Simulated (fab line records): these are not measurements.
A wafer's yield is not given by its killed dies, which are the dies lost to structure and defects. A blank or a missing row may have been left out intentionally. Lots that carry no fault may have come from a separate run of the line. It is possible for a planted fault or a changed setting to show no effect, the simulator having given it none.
A struck lot beside a sound one	flow sky130	14 steps out of a route of 708
Sound: these wafers, L721.1, L721.4, L721.6. The struck wafers were L730.3, L730.5, L730.6. At the end, the cause is stated.
For every step that has rows: the tool of each side, followed by ch and its chambers, followed by its first start. Under that, the readings that differ: sound wafers	struck wafers	difference of the means	sigmas: that difference in standard deviations of wafers without a fault.
alike: readings with means less than 2 such deviations apart, plus words and numbers identical on both sides. not compared: withheld readings, readings lacking a value on some wafer, bounds such as >300 that could conceal the same value, and numbers that have no deviation in the record and whose values overlap.
Wherever a step has rows on one side only, a row that says differs or no value, or a row with sigmas, the two part there. Non-overlapping numbers with no deviation appear without sigmas and do not part them. Lack of a reading on every wafer of one side parts them only where that side has two or more wafers.

SKY_SD_N_RS_MEAS_18: the measuring method here is four-point-probe.
  struck on film metro-03, day 33 02:20; sound on film metro-03, day 29 21:42
  alike: RES_XHIGH_RS
then, 2 steps without rows for these wafers: SKY_SALICIDE_CLEAN_00 (cleans in HF-last, time 30 s); SKY_LI_CONTACT_HDPCVD_00 (deposits PSG, target thk 930 nm, time 155 s).
SKY_LI_CONTACT_THK_MEAS_01:
  struck on film metro-03, day 33 02:34; sound on film metro-01, day 29 21:56
  alike: LI_CONTACT_HDPCVD_THK
SKY_LI_CONTACT_CMP_02: polishes PSG.
  sound on cmp-01 ch 0,3, day 29 22:17; struck on cmp-01 ch 2,3, day 33 02:39
  alike: motor current A, retaining ring pressure frac, slurry filter dp kPa, time to endpoint s
SKY_LI_CONTACT_BOW_MEAS_03:
  struck on film metro-03, day 33 02:56; sound on film metro-01, day 29 22:32
  alike: LI_CONTACT_BOW
then, 6 steps without rows for these wafers: SKY_LI_CONTACT_DEHYDRATE_04 (time 60 s); SKY_LI_CONTACT_HMDS_05 (prime time 60 s); SKY_LI_CONTACT_COAT_06 (resist thk 60 nm); SKY_LI_CONTACT_COAT_07 (resist thk 450 nm); SKY_LI_CONTACT_SOFTBAKE_08 (time 90 s); SKY_LI_CONTACT_EXPOSE_09 (exposes mask LICM1, target cd 170 nm).
SKY_LI_CONTACT_PEB_10:
  sound on litho track-02 ch 0, day 31 02:00; struck on litho track-03, day 34 06:00
reading	sound	struck	difference	sigmas
exhaust pa (Pa)	45.5 45.1 45.1	- - -	no value on the struck wafers	
  not compared: chill plate temp C
then, 1 step without rows for these wafers: SKY_LI_CONTACT_DEVELOP_11 (develop time 60 s).

## WHERE THEY PART
Within this record, at SKY_LI_CONTACT_PEB_10 only.

WHY: what had been put in by the simulator
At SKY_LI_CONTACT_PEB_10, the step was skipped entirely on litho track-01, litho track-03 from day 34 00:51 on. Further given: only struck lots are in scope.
